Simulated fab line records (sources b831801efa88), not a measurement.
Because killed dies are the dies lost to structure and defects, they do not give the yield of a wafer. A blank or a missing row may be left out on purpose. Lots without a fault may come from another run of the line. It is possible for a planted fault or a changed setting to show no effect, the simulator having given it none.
Split-lot trial	flow gf180mcu	route with 602 steps; 5 lots, 23 wafers read

THE SPLIT ITSELF
At GF_M2_SPUTTER_00 (material Ti, target thk 37.5 nm, time 150 s), the setting powerW was moved away from the recipe's 4000 W on 6 of the 23 wafers read, by -7.9% to +11.1%. All remaining wafers had this setting at the recipe value.

Reading taken at the split's own step.

THE READING
Ti_of_M2_SPUTTER_00.thkNm (the simulator's own value, which no gauge read), in nm, at GF_M2_SPUTTER_00 (material Ti, target thk 37.5 nm, time 150 s). No usual value for it is given in the file. Here, 17 wafers ran the recipe; their average is 37.49 nm with a standard deviation of 0.32 nm.

wafer	tool, chamber at the split	powerW as run, W	against the recipe	Ti_of_M2_SPUTTER_00.thkNm, nm	against lot-mates on the recipe
L074.2	pvdSputter-02, -	4000	recipe	37.33	-
L074.3	pvdSputter-02, -	3826	-4.3%	36.09	-1.42
L074.4	pvdSputter-02, -	3826	-4.3%	35.51	-2.00
L074.5	pvdSputter-02, -	4000	recipe	37.47	-
L074.6	pvdSputter-02, -	4000	recipe	37.74	-
L075.1	pvdSputter-02, -	4000	recipe	37.26	-
L075.2	pvdSputter-02, -	4000	recipe	37.31	-
L075.3	pvdSputter-02, -	3686	-7.9%	34.08	-3.25
L075.4	pvdSputter-02, -	3686	-7.9%	34.39	-2.94
L075.5	pvdSputter-02, -	4000	recipe	37.43	-
L076.2	pvdSputter-02, -	4000	recipe	37.24	-
L076.5	pvdSputter-02, -	4000	recipe	37.14	-
L076.6	pvdSputter-02, -	4000	recipe	36.88	-
L080.1	pvdSputter-01, -	4000	recipe	37.39	-
L080.2	pvdSputter-01, -	4000	recipe	37.43	-
L080.3	pvdSputter-01, -	4000	recipe	38.05	-
L080.4	pvdSputter-01, -	4000	recipe	37.64	-
L080.5	pvdSputter-01, -	4000	recipe	37.84	-
L085.1	pvdSputter-02, -	4000	recipe	37.55	-
L085.2	pvdSputter-02, -	4000	recipe	38.18	-
L085.4	pvdSputter-02, -	4446	+11.1%	42.51	+4.81
L085.5	pvdSputter-02, -	4000	recipe	37.38	-
L085.6	pvdSputter-02, -	4446	+11.1%	41.57	+3.87

THE FIT
A straight line over all 23 wafers: Ti_of_M2_SPUTTER_00.thkNm changes by +0.408 nm for each +1% of powerW; r = +0.98; the points scatter about the line by 0.34 nm.
The same after taking each lot's own level away (the mean of its wafers on the recipe; 23 wafers): +0.391 nm for each +1%; r = +0.99; scatter 0.27 nm.
On that fit, the largest move of powerW shifts the reading by 4.4 nm.
From 37.087 to 37.703 nm: that is the span of the lots' own levels, equal to 2.0 times the standard deviation above.
Hence the lot-to-lot level has little effect on the slope; both slopes agree.
Check: +4.11 nm against its lot-mates is what the line predicts for one of the wafers moved furthest among these (+11.1%) when that wafer is left out of the fit. It came out at +4.81 nm against them.

THE OTHER SPLITS THESE WAFERS WENT THROUGH
Note: prior to the reading, these wafers also went through further splits. Each is held against what the fit with the lots' levels taken away leaves over:
other split on the same wafers	wafers away from the commonest value	r with Ti_of_M2_SPUTTER_00.thkNm (lot level and that fit taken away)
GF_PSD_COAT_02 resistThkNm	4	-0.22
GF_PSD_STRIP_10 o2FlowSccm	8	+0.20
GF_SAB_SOFTBAKE_05 tempC	9	+0.10
GF_SAB_DEVELOP_08 developTimeS	3	+0.17
GF_CONTACT_CVD_00 sih4FlowSccm	8	-0.02
GF_M1_SPUTTER_00 powerW	7	-0.02
GF_M1_EXPOSE_11 doseMj	4	+0.29
GF_V1_CVD_02 timeS	10	-0.37
GF_V1_EXPOSE_11 doseMj	8	-0.10
GF_V1_SPUTTER_21 powerW	5	-0.18

THE FILE'S OWN FIT
Ti_of_M2_SPUTTER_00.thkNm changes by +0.391 nm for each +1% of powerW, r = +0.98.
